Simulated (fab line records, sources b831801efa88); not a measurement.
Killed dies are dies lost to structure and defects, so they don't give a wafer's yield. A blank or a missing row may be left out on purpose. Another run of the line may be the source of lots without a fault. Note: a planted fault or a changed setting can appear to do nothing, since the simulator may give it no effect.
Which tool did it? | flow sky130 | Sampling: 7 lots, 21 wafers, 4 of 708 route steps

## WHAT THE GAUGES READ, wafer by wafer
SKY_VIA1_THK_MEAS_01.
lot  | measured     | on            | VIA1_HDPCVD_THK (nm)
L996 | day 33 07:17 | film metro-02 | 1047 1032 1035
L998 | day 34 02:49 | film metro-02 | 1022 1033 1018
L112 | day 38 02:13 | film metro-01 | 1040 1024 1029
L115 | day 38 18:05 | film metro-01 | 1033 1022 1009
L117 | day 39 03:35 | film metro-02 | 1039 1039 1029

## WHICH TOOL RAN EACH LOT (tool, then ch and the chambers of the sampled wafers, then the start)
lot  | SKY_CONTACT_STRIP_19                 | SKY_METAL1_SPUTTER_01        | SKY_METAL1_PEB_13
L996 | plasma asher-01 ch 0,1, day 32 01:48 | pvd sputter-04, day 32 03:21 | litho track-01 ch 0, day 33 05:00
L998 | plasma asher-03 ch 0,1, day 32 22:09 | pvd sputter-04, day 32 23:27 | litho track-02 ch 0, day 34 01:00
L101 | plasma asher-04 ch 0,1, day 33 14:37 | pvd sputter-04, day 33 15:53 | litho track-01, day 34 17:00
L103 | plasma asher-04 ch 0,1, day 34 11:13 | pvd sputter-04, day 34 12:34 | litho track-01, day 35 13:00
L112 | plasma asher-03 ch 0,1, day 36 21:36 | pvd sputter-04, day 36 22:52 | litho track-02 ch 0, day 38 00:00
L115 | plasma asher-01 ch 0,1, day 37 14:31 | pvd sputter-04, day 37 15:49 | litho track-02 ch 0, day 38 16:00
L117 | plasma asher-01 ch 0,1, day 37 23:44 | pvd sputter-03, day 38 01:04 | litho track-01 ch 0, day 39 02:00
- SKY_CONTACT_STRIP_19: strips in O2/N2.
- SKY_METAL1_SPUTTER_01: material TiN, target thk 20 nm, time 16.7 s.
- SKY_METAL1_PEB_13

## THE ANSWER, worked out from the rows above alone
Rule: the usual values come from the lots themselves. Put in order of their means at a reading, lots are off if they are a third of the lots or fewer, leave a main group of 4 or more, and stand apart from it by a gap of 3 or more times the standard deviation of the main group's means; of several such gaps the widest counts. A main group is skipped when, at the precision printed for the reading in the tables above, its means are all equal. Also off: a lot with no number at a reading for which 4 or more lots have one. All remaining lots with rows at the step are treated as sound.
None of the lots is off at any reading shown; this tells nothing.

## WHAT THE SIMULATOR HAD INSERTED
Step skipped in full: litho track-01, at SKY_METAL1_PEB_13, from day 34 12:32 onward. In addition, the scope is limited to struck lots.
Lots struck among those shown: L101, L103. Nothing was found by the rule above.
